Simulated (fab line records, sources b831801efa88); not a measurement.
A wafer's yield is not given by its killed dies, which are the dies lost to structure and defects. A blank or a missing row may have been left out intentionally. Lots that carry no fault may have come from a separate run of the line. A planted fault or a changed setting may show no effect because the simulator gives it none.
fab line records	flow sky130	part 1 of 2: steps 1 to 32 of 39
record lots=5	wafers=15	last-day=49
route steps=708 shown VIA3@596 METAL4@598 CAP2M@603
lots with no fault: from the same line, run without faults
start-h: the number of hours between the record's first day and the start of the first shown wafer of the lot	wait-h: how many hours have passed since the lot's step before this one	" repeats the value in the row above	L1.1+2: several wafers, shown together as one row	- no value, or no start given	* or withheld: withheld	< > ~ a bound
route shown NAME@n: NAME is a module with steps in the file, n the number in the route of the first one	usual: average and standard deviation across the fault-free wafers	same: alike in all rows	chamber/n: place in a boat	sites: per-site readings	_std_site: their standard deviation	_edge_site: inner sites' mean taken away from outer sites' mean	radius-mm: for every site, how far away it sits from the centre of the wafer	mask NAME#n: copy n	behind: tool/chamber where the wafer was last shaped	hold: why the lot went on hold/how many hours it stayed there/how the hold came to an end	device: which transistor (n, p or np) failed to switch	end of line: tests run on the same wafers once the route is complete	where a step has no rows: the recipe by itself	killed: at the first sort, the dies lost to defects and structure; wafer yield is something else	map: dies across one wafer; x = killed, . = not, _ = none there
set.NAME: the run value of the setting; set.NAME@STEP: its run value at that earlier step	model.NAME: the simulator's own value behind a step, which no gauge read
certain route steps with their lots: each step a table, each wafer a row
services: a tool's chamber out of use, with start hour (start-h, from the record's first day; less than 0 if before it), hours out, and reason
## steps
# step SKY_VIA3_THK_MEAS_23
# recipe thk-meas-gauge=xrf	reads=W_of_VIA3_CVD_21
# usual VIA3_W_THK=374/6.9
lot.wafer	tool	chamber	start-h	wait-h	VIA3_W_THK[nm]
L078.2	film-metro-02	-	958.20	0.1	370
L078.5	"	-	"	"	368
L078.6	"	-	"	"	365
L085.1	film-metro-03	-	1008.76	0.1	380
L085.3	"	-	"	"	379
L085.4	"	-	"	"	371
L086.2	film-metro-02	-	1014.23	0.1	377
L086.4	"	-	"	"	379
L086.5	"	-	"	"	380
L091.2	film-metro-03	-	1052.68	0.1	371
L091.3	"	-	"	"	371
L091.5	"	-	"	"	370
L092.1	film-metro-03	-	1056.92	0.1	372
L092.3	"	-	"	"	378
L092.5	"	-	"	"	364
# step SKY_VIA3_CMP_24
# recipe stop-on=SiO2	t-overpolish-s=20	down-force-psi=3.5	platen-rpm=60	target-thk-nm=0	pad-velocity-m-s=0.94248
# usual motor-current-A=11.3/1.3	overpolish-run-s=20.000/0.0097	time-to-endpoint-s=92/3.2
lot.wafer	tool	chamber	start-h	wait-h	motor-current-A	overpolish-run-s	time-to-endpoint-s
L078.2	cmp-02	0	958.35	0.1	11.6	20.005	91
L078.6	"	2	"	"	12.1	19.987	87
L078.5	"	3	"	"	10.8	19.993	91
L085.3	cmp-01	1	1008.93	0.1	9.6	20.003	89
L085.4	"	2	"	"	10.0	20.011	87
L085.1	"	3	"	"	12.6	19.998	92
L086.2	cmp-02	0	1014.28	0.0	11.6	20.009	98
L086.4	"	3	"	"	10.4	19.993	91
L086.5	"	1	"	"	9.7	20.013	95
L091.3	cmp-02	3	1052.73	0.0	10.2	20.010	90
L091.2	"	2	"	"	13.0	20.004	93
L091.5	"	0	"	"	11.4	19.985	96
L092.1	cmp-02	0	1057.08	0.1	11.9	19.994	92
L092.3	"	1	"	"	9.5	20.002	92
L092.5	"	2	"	"	12.5	19.976	89
# step SKY_METAL4_SPUTTER_00
# recipe material=Ti	target-thk-nm=15	power-w=3000	time-s=10	chamber-pressure-pa=0.4
# usual throttle-valve-pct=30.4/1.1
lot.wafer	tool	chamber	start-h	wait-h	throttle-valve-pct
L078.2	pvd-sputter-04	-	958.55	0.1	29.3
L078.5	"	-	"	"	29.2
L078.6	"	-	"	"	28.8
L085.1	pvd-sputter-02	-	1009.18	0.1	30.9
L085.3	"	-	"	"	31.9
L085.4	"	-	"	"	31.6
L086.2	pvd-sputter-02	-	1014.58	0.2	30.9
L086.4	"	-	"	"	31.5
L086.5	"	-	"	"	31.9
L091.2	pvd-sputter-04	-	1053.03	0.1	28.0
L091.3	"	-	"	"	28.6
L091.5	"	-	"	"	29.9
L092.1	pvd-sputter-04	-	1057.28	0.1	27.8
L092.3	"	-	"	"	28.9
L092.5	"	-	"	"	28.8
# step SKY_METAL4_SPUTTER_01
# recipe material=TiN	target-thk-nm=20	power-w=6500	time-s=16.7	chamber-pressure-pa=0.4
# usual throttle-valve-pct=30.4/1.1
lot.wafer	tool	chamber	start-h	wait-h	throttle-valve-pct
L078.2	pvd-sputter-04	-	958.57	0.0	29.0
L078.5	"	-	"	"	28.8
L078.6	"	-	"	"	28.8
L085.1	pvd-sputter-02	-	1009.21	0.0	30.8
L085.3	"	-	"	"	31.9
L085.4	"	-	"	"	31.5
L086.2	pvd-sputter-02	-	1014.60	0.0	30.9
L086.4	"	-	"	"	31.5
L086.5	"	-	"	"	32.1
L091.2	pvd-sputter-04	-	1053.05	0.0	28.0
L091.3	"	-	"	"	28.7
L091.5	"	-	"	"	29.8
L092.1	pvd-sputter-04	-	1057.30	0.0	27.8
L092.3	"	-	"	"	29.1
L092.5	"	-	"	"	28.6
# step SKY_METAL4_SPUTTER_02
# recipe material=AlCu	target-thk-nm=735	power-w=10600	time-s=39.1	chamber-pressure-pa=0.4
# usual throttle-valve-pct=30.4/1.1
lot.wafer	tool	chamber	start-h	wait-h	throttle-valve-pct
L078.2	pvd-sputter-04	-	958.60	0.0	29.0
L078.5	"	-	"	"	29.2
L078.6	"	-	"	"	28.8
L085.1	pvd-sputter-02	-	1009.23	0.0	30.5
L085.3	"	-	"	"	31.7
L085.4	"	-	"	"	31.6
L086.2	pvd-sputter-02	-	1014.62	0.0	30.6
L086.4	"	-	"	"	31.7
L086.5	"	-	"	"	31.9
L091.2	pvd-sputter-04	-	1053.08	0.0	27.7
L091.3	"	-	"	"	28.7
L091.5	"	-	"	"	29.7
L092.1	pvd-sputter-04	-	1057.32	0.0	27.3
L092.3	"	-	"	"	28.8
L092.5	"	-	"	"	28.7
# step SKY_METAL4_SPUTTER_03
# recipe material=Ti	target-thk-nm=5	power-w=3000	time-s=3.3	chamber-pressure-pa=0.4
# usual throttle-valve-pct=30.4/1.1
lot.wafer	tool	chamber	start-h	wait-h	throttle-valve-pct
L078.2	pvd-sputter-04	-	958.63	0.0	29.2
L078.5	"	-	"	"	28.9
L078.6	"	-	"	"	28.9
L085.1	pvd-sputter-02	-	1009.27	0.0	30.7
L085.3	"	-	"	"	32.1
L085.4	"	-	"	"	31.8
L086.2	pvd-sputter-02	-	1014.66	0.0	30.6
L086.4	"	-	"	"	31.8
L086.5	"	-	"	"	31.6
L091.2	pvd-sputter-04	-	1053.12	0.0	28.0
L091.3	"	-	"	"	28.8
L091.5	"	-	"	"	29.9
L092.1	pvd-sputter-04	-	1057.36	0.0	27.7
L092.3	"	-	"	"	29.4
L092.5	"	-	"	"	28.7
# step SKY_METAL4_SPUTTER_04
# recipe material=TiN	target-thk-nm=70	power-w=6500	time-s=58.3	chamber-pressure-pa=0.4
# usual throttle-valve-pct=30.4/1.1
lot.wafer	tool	chamber	start-h	wait-h	throttle-valve-pct
L078.2	pvd-sputter-04	-	958.65	0.0	29.2
L078.5	"	-	"	"	29.2
L078.6	"	-	"	"	29.2
L085.1	pvd-sputter-02	-	1009.29	0.0	30.8
L085.3	"	-	"	"	31.9
L085.4	"	-	"	"	31.5
L086.2	pvd-sputter-02	-	1014.68	0.0	31.0
L086.4	"	-	"	"	31.9
L086.5	"	-	"	"	31.6
L091.2	pvd-sputter-04	-	1053.13	0.0	27.6
L091.3	"	-	"	"	28.9
L091.5	"	-	"	"	29.8
L092.1	pvd-sputter-04	-	1057.38	0.0	28.2
L092.3	"	-	"	"	29.0
L092.5	"	-	"	"	28.7
# step SKY_CAP2M_CVD_00
# recipe material=SiO2	target-thk-nm=15.5	temp-c=400	time-s=withheld	rf-w=450
# usual heater-power-w=723/120
lot.wafer	tool	chamber	start-h	wait-h	heater-power-w
L078.2	pecvd-03	2	958.70	0.0	849
L078.5	"	2	"	"	851
L078.6	"	0	"	"	798
L085.1	pecvd-02	1	1009.34	0.0	614
L085.3	"	0	"	"	716
L085.4	"	2	"	"	668
L086.2	pecvd-03	1	1014.73	0.0	924
L086.4	"	1	"	"	917
L086.5	"	0	"	"	778
L091.2	pecvd-03	0	1053.18	0.0	920
L091.3	"	0	"	"	927
L091.5	"	0	"	"	920
L092.1	pecvd-02	2	1057.43	0.0	660
L092.3	"	1	"	"	656
L092.5	"	2	"	"	680
# step SKY_CAP2M_THK_MEAS_01
# recipe reads=SiO2_of_CAP2M_CVD_00
# usual CAP2M_CVD_00_THK=15.42/0.21
lot.wafer	tool	chamber	start-h	wait-h	CAP2M_CVD_00_THK[nm]
L078.2	film-metro-04	-	958.73	-	15.55
L078.5	"	-	"	"	15.77
L078.6	"	-	"	"	15.80
L085.1	film-metro-03	-	1009.36	-	15.48
L085.3	"	-	"	"	15.21
L085.4	"	-	"	"	15.54
L086.2	film-metro-03	-	1014.77	-	15.14
L086.4	"	-	"	"	15.37
L086.5	"	-	"	"	15.42
L091.2	film-metro-04	-	1053.23	-	15.30
L091.3	"	-	"	"	15.73
L091.5	"	-	"	"	15.79
L092.1	film-metro-04	-	1057.45	-	15.18
L092.3	"	-	"	"	15.27
L092.5	"	-	"	"	15.33
# step SKY_CAP2M_SPUTTER_02
# recipe material=TiN	target-thk-nm=200	temp-c=300	power-w=6500	time-s=166.7	chamber-pressure-pa=0.4
# usual throttle-valve-pct=30.1/1
lot.wafer	tool	chamber	start-h	wait-h	throttle-valve-pct
L078.2	pvd-sputter-01	-	958.78	0.0	28.5
L078.5	"	-	"	"	29.0
L078.6	"	-	"	"	28.7
L085.1	pvd-sputter-03	-	1009.42	0.1	30.0
L085.3	"	-	"	"	29.5
L085.4	"	-	"	"	28.9
L086.2	pvd-sputter-03	-	1014.82	0.0	29.7
L086.4	"	-	"	"	29.0
L086.5	"	-	"	"	29.9
L091.2	pvd-sputter-02	-	1053.28	0.0	30.8
L091.3	"	-	"	"	31.6
L091.5	"	-	"	"	31.5
L092.1	pvd-sputter-02	-	1057.51	0.1	30.7
L092.3	"	-	"	"	31.7
L092.5	"	-	"	"	30.7
# step SKY_CAP2M_RS_MEAS_03
# recipe thk-meas-gauge=four-point-probe	reads=TiN_of_CAP2M_SPUTTER_02
# usual CAP2M_TIN_RS=6.90/0.069
lot.wafer	tool	chamber	start-h	wait-h	CAP2M_TIN_RS[ohm/sq]
L078.2	film-metro-01	-	958.91	0.1	6.95
L078.5	"	-	"	"	6.90
L078.6	"	-	"	"	6.92
L085.1	film-metro-01	-	1009.53	0.1	6.75
L085.3	"	-	"	"	6.84
L085.4	"	-	"	"	6.85
L086.2	film-metro-04	-	1014.95	0.1	6.95
L086.4	"	-	"	"	6.85
L086.5	"	-	"	"	6.82
L091.2	film-metro-01	-	1053.40	0.1	6.95
L091.3	"	-	"	"	6.95
L091.5	"	-	"	"	7.00
L092.1	film-metro-03	-	1057.62	0.1	6.94
L092.3	"	-	"	"	6.96
L092.5	"	-	"	"	6.86
# step SKY_CAP2M_THK_MEAS_04
# recipe thk-meas-gauge=xrf	reads=TiN_of_CAP2M_SPUTTER_02
# usual CAP2M_TIN_THK=197.1/2.1
lot.wafer	tool	chamber	start-h	wait-h	CAP2M_TIN_THK[nm]
L078.2	film-metro-01	-	959.02	0.1	195.3
L078.5	"	-	"	"	196.9
L078.6	"	-	"	"	197.1
L085.1	film-metro-01	-	1009.65	0.1	201.7
L085.3	"	-	"	"	199.2
L085.4	"	-	"	"	200.4
L086.2	film-metro-04	-	1015.06	0.1	195.8
L086.4	"	-	"	"	198.2
L086.5	"	-	"	"	199.3
L091.2	film-metro-01	-	1053.51	0.1	196.6
L091.3	"	-	"	"	196.1
L091.5	"	-	"	"	195.6
L092.1	film-metro-03	-	1057.74	0.1	194.6
L092.3	"	-	"	"	193.8
L092.5	"	-	"	"	196.9
# step SKY_CAP2M_DEHYDRATE_05
# recipe temp-c=200	time-s=60
lot.wafer	tool	chamber	start-h	wait-h
L078.2+5+6	litho-track-03	0	970.94	11.9
L085.1+3+4	litho-track-02	0	1021.04	11.4
L086.2+4+5	litho-track-03	0	1026.19	11.1
L091.2+3+5	litho-track-03	0	1063.14	9.6
L092.1+3+5	litho-track-04	0	1068.22	10.5
# step SKY_CAP2M_HMDS_06
# recipe prime-time-s=60	prime-temp-c=120
lot.wafer	tool	chamber	start-h	wait-h
L078.2+5+6	litho-track-03	0	971.09	0.1
L085.1+3+4	litho-track-02	0	1021.19	0.1
L086.2+4+5	litho-track-03	0	1026.34	0.1
L091.2+3+5	litho-track-03	0	1063.29	0.1
L092.1+3+5	litho-track-04	0	1068.37	0.1
# step SKY_CAP2M_COAT_07
# recipe resist=NOVOLAK	spin-rpm=3000	resist-thk-nm=1140
lot.wafer	tool	chamber	start-h	wait-h
L078.2+5+6	litho-track-03	0	971.24	0.1
L085.1+3+4	litho-track-02	0	1021.34	0.1
L086.2+4+5	litho-track-03	0	1026.49	0.1
L091.2+3+5	litho-track-03	0	1063.44	0.1
L092.1+3+5	litho-track-04	0	1068.52	0.1
# step SKY_CAP2M_SOFTBAKE_08
# recipe temp-c=90	time-s=60	resist=NOVOLAK
lot.wafer	tool	chamber	start-h	wait-h
L078.2+5+6	litho-track-03	0	971.39	0.1
L085.1+3+4	litho-track-02	0	1021.49	0.1
L086.2+4+5	litho-track-03	0	1026.64	0.1
L091.2+3+5	litho-track-03	0	1063.59	0.1
L092.1+3+5	litho-track-04	0	1068.67	0.1
# step SKY_CAP2M_EXPOSE_09
# recipe mask-id=CAP2M	na=0.6	source-shape=conventional	sigma-outer=0.6	polarization=unpolarized	target-cd-nm=1000	dose-mj=159
lot.wafer	tool	chamber	start-h	wait-h	mask
L078.2+5+6	iline-stepper-01	0	-	-	CAP2M#0
L085.1+3+4	iline-stepper-01	0	-	-	CAP2M#0
L086.2+4+5	iline-stepper-02	0	-	-	CAP2M#0
L091.2+3+5	iline-stepper-02	0	-	-	CAP2M#0
L092.1+3+5	iline-stepper-02	0	-	-	CAP2M#0
# step SKY_CAP2M_PEB_10
# recipe temp-c=withheld	time-s=*	resist=NOVOLAK
lot.wafer	tool	chamber	start-h	wait-h
L078.2+5+6	litho-track-02	0	-	-
L085.1+3+4	litho-track-03	0	-	-
L086.2+4+5	litho-track-04	0	-	-
L091.2+3+5	litho-track-02	0	-	-
L092.1+3+5	litho-track-02	0	-	-
# step SKY_CAP2M_DEVELOP_11
# recipe resist=NOVOLAK	developer=TMAH	develop-time-s=60	dev-temp-c=23
# usual developer-temp-C=23.00/0.11
lot.wafer	tool	chamber	start-h	wait-h	developer-temp-C
L078.2	litho-track-02	0	982.91	0.1	23.01
L078.5	"	0	"	"	22.91
L078.6	"	0	"	"	23.11
L085.1	litho-track-03	0	1032.51	0.1	23.11
L085.3	"	0	"	"	23.03
L085.4	"	0	"	"	23.14
L086.2	litho-track-04	0	1037.40	0.1	23.05
L086.4	"	0	"	"	22.98
L086.5	"	0	"	"	22.98
L091.2	litho-track-02	0	1074.46	0.1	23.06
L091.3	"	0	"	"	23.06
L091.5	"	0	"	"	23.09
L092.1	litho-track-02	0	1079.04	0.1	22.92
L092.3	"	0	"	"	22.95
L092.5	"	0	"	"	22.94
# step SKY_CAP2M_OVL_MEAS_12
# usual CAP2M_OVL=-0.1/1.3
lot.wafer	tool	chamber	start-h	wait-h	CAP2M_OVL[nm]
L078.2	overlay-01	-	983.04	0.1	-1.5
L078.5	"	-	"	"	-1.3
L078.6	"	-	"	"	-1.6
L085.1	overlay-01	-	1032.66	0.1	-0.6
L085.3	"	-	"	"	0.7
L085.4	"	-	"	"	0.3
L086.2	overlay-01	-	1037.53	0.1	-1.0
L086.4	"	-	"	"	-1.6
L086.5	"	-	"	"	-0.5
L091.2	overlay-02	-	1074.60	0.1	-1.1
L091.3	"	-	"	"	-1.3
L091.5	"	-	"	"	-1.4
L092.1	overlay-01	-	1079.19	0.1	-1.3
L092.3	"	-	"	"	-2.0
L092.5	"	-	"	"	-2.2
# step SKY_CAP2M_METAL_ETCH_13
# recipe target-depth-nm=220	stop-on=SiO2	chemistry=Cl2/BCl3	target=TiN	pressure-mtorr=10	icp-w=900	bias-w=48.5	Cl2_flow_sccm=60	bcl3-flow-sccm=30	time-s=62.9
# usual bias-w=48.50/0.13	drypump-motor-current-A=5.4/0.35	oes-product-au=0.943/0.0074	throttle-valve-pct=21.900/0.01
lot.wafer	tool	chamber	start-h	wait-h	bias-w	drypump-motor-current-A	oes-product-au	rf-hours-counter-h	throttle-valve-pct
L078.2	rie-metal-03	0	983.07	0.0	48.83	5.1	0.927	7	21.890
L078.5	"	0	"	"	48.60	5.1	0.943	-	21.896
L078.6	"	1	"	"	48.65	5.0	0.940	-	21.916
L085.1	rie-metal-01	1	1032.70	0.0	48.35	5.1	0.950	2	21.891
L085.3	"	1	"	"	48.66	5.1	0.945	-	21.898
L085.4	"	0	"	"	48.51	5.7	0.947	-	21.895
L086.2	rie-metal-04	1	1037.56	0.0	48.58	5.7	0.941	6	21.902
L086.4	"	0	"	"	48.43	5.9	0.949	-	21.902
L086.5	"	1	"	"	48.38	5.7	0.958	-	21.899
L091.2	rie-metal-03	0	1074.63	0.0	48.45	5.1	0.942	11	21.899
L091.3	"	0	"	"	48.34	5.1	0.939	-	21.890
L091.5	"	1	"	"	48.54	5.0	0.938	-	21.901
L092.1	rie-metal-01	0	1079.23	0.0	48.58	5.7	0.933	19	21.912
L092.3	"	0	"	"	48.70	5.7	0.938	-	21.911
L092.5	"	0	"	"	48.67	5.7	0.935	-	21.893
# step SKY_CAP2M_STRIP_14
# recipe chemistry=O2/N2	power-w=1400	pressure-mtorr=1500	platen-temp-c=withheld	o2-flow-sccm=3000	n2-flow-sccm=300	overash-fraction=0.5
# usual drypump-motor-current-A=5.7/0.39	oes-product-au=0.710/0.0043	strip-time-to-endpoint-s=12.65/0.031
lot.wafer	tool	chamber	start-h	wait-h	drypump-motor-current-A	oes-product-au	rf-hours-counter-h	strip-time-to-endpoint-s
L078.2	plasma-asher-01	0	983.15	0.1	5.3	0.712	121	12.66
L078.5	"	0	"	"	5.3	0.711	-	12.67
L078.6	"	1	"	"	5.8	0.708	-	12.65
L085.1	plasma-asher-03	0	1032.78	0.1	5.8	0.709	59	12.73
L085.3	"	1	"	"	6.0	0.711	-	12.71
L085.4	"	0	"	"	5.8	0.714	-	12.68
L086.2	plasma-asher-01	1	1037.63	0.1	5.7	0.703	127	12.67
L086.4	"	0	"	"	5.3	0.710	-	12.69
L086.5	"	0	"	"	5.3	0.711	-	12.69
L091.2	plasma-asher-01	1	1074.70	0.1	5.8	0.713	1	12.62
L091.3	"	1	"	"	5.7	0.715	-	12.60
L091.5	"	0	"	"	5.2	0.711	-	12.66
L092.1	plasma-asher-03	0	1079.30	0.1	5.8	0.703	65	12.67
L092.3	"	0	"	"	5.8	0.709	-	12.70
L092.5	"	0	"	"	5.8	0.721	-	12.67
# step SKY_CAP2M_STRIP_15
# recipe chemistry=post-etch-residue-remover	time-s=1200	temp-c=72.5
lot.wafer	tool	chamber	start-h	wait-h
L078.2+5+6	wet-bench-04	1	983.25	0.1
L085.1+3+4	wet-bench-01	0	1032.88	0.1
L086.2+4+5	wet-bench-02	0	1037.73	0.1
L091.2+3+5	wet-bench-04	1	1074.80	0.1
L092.1+3+5	wet-bench-04	0	1079.40	0.1
# step SKY_CAP2M_CLEAN_16
# recipe chemistry=IPA	time-s=180	temp-c=25
lot.wafer	tool	chamber	start-h	wait-h
L078.2+5+6	wet-bench-02	1	983.62	0.0
L085.1+3+4	wet-bench-04	3	1033.22	0.0
L086.2+4+5	wet-bench-01	3	1038.11	0.0
L091.2+3+5	wet-bench-01	0	1075.14	0.0
L092.1+3+5	wet-bench-04	1	1079.81	0.0
# step SKY_CAP2M_CLEAN_17
# recipe chemistry=O3/DIW	dry=n2-spin
lot.wafer	tool	chamber	start-h	wait-h
L078.2+5+6	wet-bench-04	2	983.68	0.0
L085.1+3+4	wet-bench-04	0	1033.28	0.0
L086.2+4+5	wet-bench-02	0	1038.16	0.0
L091.2+3+5	wet-bench-04	1	1075.20	0.0
L092.1+3+5	wet-bench-04	1	1079.88	0.0
# step SKY_METAL4_DEHYDRATE_05
# recipe temp-c=200	time-s=60
lot.wafer	tool	chamber	start-h	wait-h
L078.2+5+6	litho-track-01	0	995.08	11.3
L085.1+3+4	litho-track-01	0	1043.66	10.3
L086.2+4+5	litho-track-01	0	1048.58	10.3
L091.2+3+5	litho-track-01	0	1085.13	9.8
L092.1+3+5	litho-track-03	0	1089.46	9.5
# step SKY_METAL4_HMDS_06
# recipe prime-time-s=60	prime-temp-c=120
lot.wafer	tool	chamber	start-h	wait-h
L078.2+5+6	litho-track-01	0	995.23	0.1
L085.1+3+4	litho-track-01	0	1043.81	0.1
L086.2+4+5	litho-track-01	0	1048.73	0.1
L091.2+3+5	litho-track-01	0	1085.28	0.1
L092.1+3+5	litho-track-03	0	1089.61	0.1
# step SKY_METAL4_COAT_07
# recipe resist=BARC	temp-c=withheld	time-s=withheld	spin-rpm=3000	resist-thk-nm=60
lot.wafer	tool	chamber	start-h	wait-h
L078.2+5+6	litho-track-01	0	995.38	0.1
L085.1+3+4	litho-track-01	0	1043.96	0.1
L086.2+4+5	litho-track-01	0	1048.88	0.1
L091.2+3+5	litho-track-01	0	1085.43	0.1
L092.1+3+5	litho-track-03	0	1089.76	0.1
# step SKY_METAL4_COAT_08
# recipe resist=KrF-thick	spin-rpm=3000	resist-thk-nm=1140
lot.wafer	tool	chamber	start-h	wait-h
L078.2+5+6	litho-track-01	0	-	-
L085.1+3+4	litho-track-01	0	-	-
L086.2+4+5	litho-track-01	0	-	-
L091.2+3+5	litho-track-01	0	-	-
L092.1+3+5	litho-track-03	0	-	-
# step SKY_METAL4_SOFTBAKE_09
# recipe temp-c=100	time-s=90	resist=KrF-thick
lot.wafer	tool	chamber	start-h	wait-h
L078.2+5+6	litho-track-01	0	-	-
L085.1+3+4	litho-track-01	0	-	-
L086.2+4+5	litho-track-01	0	-	-
L091.2+3+5	litho-track-01	0	-	-
L092.1+3+5	litho-track-03	0	-	-
# step SKY_METAL4_EXPOSE_10
# recipe mask-id=MM4	na=0.68	source-shape=annular	sigma-inner=0.4	sigma-outer=0.8	target-cd-nm=300	dose-mj=28
lot.wafer	tool	chamber	start-h	wait-h	mask
L078.2+5+6	krf-scanner-02	0	-	-	MM4#0
L085.1+3+4	krf-scanner-02	0	-	-	MM4#0
L086.2+4+5	krf-scanner-02	0	-	-	MM4#0
L091.2+3+5	krf-scanner-01	0	-	-	MM4#0
L092.1+3+5	krf-scanner-02	0	-	-	MM4#0
# step SKY_METAL4_PEB_11
# recipe peb-temp-c=withheld	peb-time-s=withheld	resist=KrF-thick
lot.wafer	tool	chamber	start-h	wait-h
L078.2+5+6	litho-track-03	0	-	-
L085.1+3+4	litho-track-02	0	-	-
L086.2+4+5	litho-track-01	0	-	-
L091.2+3+5	litho-track-02	0	-	-
L092.1+3+5	litho-track-02	0	-	-
